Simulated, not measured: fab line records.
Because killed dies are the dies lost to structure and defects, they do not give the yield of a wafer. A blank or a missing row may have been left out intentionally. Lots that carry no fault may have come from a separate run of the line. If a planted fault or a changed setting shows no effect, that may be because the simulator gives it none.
Which tool did it? / flow sky130 / 7 lots with 21 wafers sampled at 2 steps, on a route of 708 steps

WHAT THE GAUGES READ, wafer by wafer
SKY_NWELL_RS_MEAS_29: uses a four-point probe to measure.
lot=L971; measured=day 5 20:07; on=film metro-03; NWELL_RS (ohm/sq)=620.1 622.0 622.7
lot=L972; measured=day 6 05:28; on=film metro-03; NWELL_RS (ohm/sq)=623.1 623.1 625.1
lot=L980; measured=day 8 05:46; on=film metro-03; NWELL_RS (ohm/sq)=625.7 624.0 621.9
lot=L982; measured=day 8 11:51; on=film metro-04; NWELL_RS (ohm/sq)=624.6 622.1 623.6
lot=L987; measured=day 9 20:45; on=film metro-01; NWELL_RS (ohm/sq)=624.7 623.9 625.8
lot=L990; measured=day 10 17:56; on=film metro-03; NWELL_RS (ohm/sq)=622.0 622.1 622.9
lot=L992; measured=day 11 04:58; on=film metro-01; NWELL_RS (ohm/sq)=626.3 625.8 626.2

WHAT TOOL EACH LOT RAN ON (gives the tool, then ch and the chambers of the sampled wafers, and finally the start)
lot=L971; SKY_NWELL_IMPLANT_11=implanter-03 ch 0, day 5 00:38
lot=L972; SKY_NWELL_IMPLANT_11=implanter-04 ch 0, day 5 10:49
lot=L980; SKY_NWELL_IMPLANT_11=implanter-04 ch 0, day 7 08:52
lot=L982; SKY_NWELL_IMPLANT_11=implanter-03 ch 0, day 7 14:23
lot=L987; SKY_NWELL_IMPLANT_11=implanter-04 ch 0, day 8 22:57
lot=L990; SKY_NWELL_IMPLANT_11=implanter-03 ch 0, day 9 19:21
lot=L992; SKY_NWELL_IMPLANT_11=implanter-04 ch 0, day 10 05:53
- SKY_NWELL_IMPLANT_11

THE ANSWER, worked out from the rows above alone
Rule: usual is defined by the lots themselves. The widest of any qualifying gaps counts: lots, ordered by their means at a reading, are off when they make up no more than a third of the lots, leave a main group of 4 or more, and stand apart from it by 3 or more times the standard deviation of that group's means. The tables above print the reading to a certain number of digits; a main group whose means all agree to those digits is not used. Also off: a lot with no number at a reading for which 4 or more lots have one. Any other lot the step has rows for is counted as sound.
Nothing can be told from this: no lot is off at any reading shown.

WHAT THE SIMULATOR HAD PUT IN
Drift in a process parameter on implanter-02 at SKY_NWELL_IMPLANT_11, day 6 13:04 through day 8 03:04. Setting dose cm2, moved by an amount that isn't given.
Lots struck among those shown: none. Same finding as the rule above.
